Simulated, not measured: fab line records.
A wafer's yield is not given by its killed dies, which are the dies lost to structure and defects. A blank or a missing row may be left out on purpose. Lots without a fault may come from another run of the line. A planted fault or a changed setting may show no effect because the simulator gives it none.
One fault seen from 2 desks / flow gf180mcu / each desk has only its own numbers; what lay behind them comes last

## TOOL OWNER'S DESK, cvd-w-01
The tool's own readings at GF_V3_CVD_23 (deposits W, target thk 350 nm, time 104.9 s): means of the sampled wafers that have a number, for each lot that ran on this tool. A lot is out of limits, marked OUT, if its mean lies more than 4 standard deviations from the usual mean; the brackets give that distance.
Columns: A = chamber-pressure-Torr at GF_V3_CVD_23, usual 40.00 Torr; B = heater-power-w at GF_V3_CVD_23, usual 938 W
lot=L265; first seen here=day 27 00:13; A=39.97; B=971
lot=L276; first seen here=day 30 05:33; A=40.02; B=1032
lot=L279; first seen here=day 30 18:18; A=40.03; B=981
lot=L281; first seen here=day 31 01:59; A=40.04; B=979
lot=L280; first seen here=day 31 04:49; A=40.08; B=959
lot=L275; first seen here=day 31 06:02; A=39.92; B=974
This desk's verdict: no lot among the 6 shows anything out of limits.

## FROM THE METROLOGY DESK
Lot by lot, what the gauges showed, no matter which tool ran the lot: averages of those sampled wafers that carry a number. A lot is out of limits, marked OUT, if its mean lies more than 4 standard deviations from the usual mean; the brackets give that distance.
Columns: A = V3_BOW at GF_V3_BOW_MEAS_05, usual 117 um; B = V3_W_RS at GF_V3_RS_MEAS_24, usual 0.327 ohm/sq
lot=L258; first seen here=day 23 14:12; A=111; B=0.321
lot=L259; first seen here=day 24 02:31; A=132; B=0.320
lot=L261; first seen here=day 24 18:41; A=116; B=0.313
lot=L265; first seen here=day 26 00:41; A=114; B=0.285 (-6.8) OUT
lot=L266; first seen here=day 26 08:56; A=115; B=0.322
lot=L273; first seen here=day 28 04:00; A=115; B=0.327
lot=L276; first seen here=day 29 07:47; A=116; B=0.330
lot=L279; first seen here=day 29 20:59; A=123; B=0.323
lot=L280; first seen here=day 30 04:19; A=113; B=0.326
lot=L281; first seen here=day 30 04:56; A=122; B=0.327
lot=L275; first seen here=day 30 10:28; A=130; B=0.323
This desk's result: L265 out of limits, first on L265 (V3_W_RS at GF_V3_RS_MEAS_24), day 27 00:20. Within limits: L258, L259, L261, L266, L273, L276, L279, L280, L281, L275.

## TAKEN TOGETHER
An alarm was possible from the metrology desk at day 27 00:20, on L265.
Nothing out of limits was seen by the tool owner's desk.
Tool owner's desk: L265 on record, inside its limits.
Every lot named ran GF_V3_CVD_23 on cvd-w-01.

## WHAT HAD BEEN PUT IN BY THE SIMULATOR
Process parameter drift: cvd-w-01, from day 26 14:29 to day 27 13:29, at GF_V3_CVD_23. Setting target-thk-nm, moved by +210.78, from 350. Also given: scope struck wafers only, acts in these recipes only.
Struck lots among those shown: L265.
Time in hours between the start of the fault and the first out-of-limits reading at each desk: metrology desk, 10.
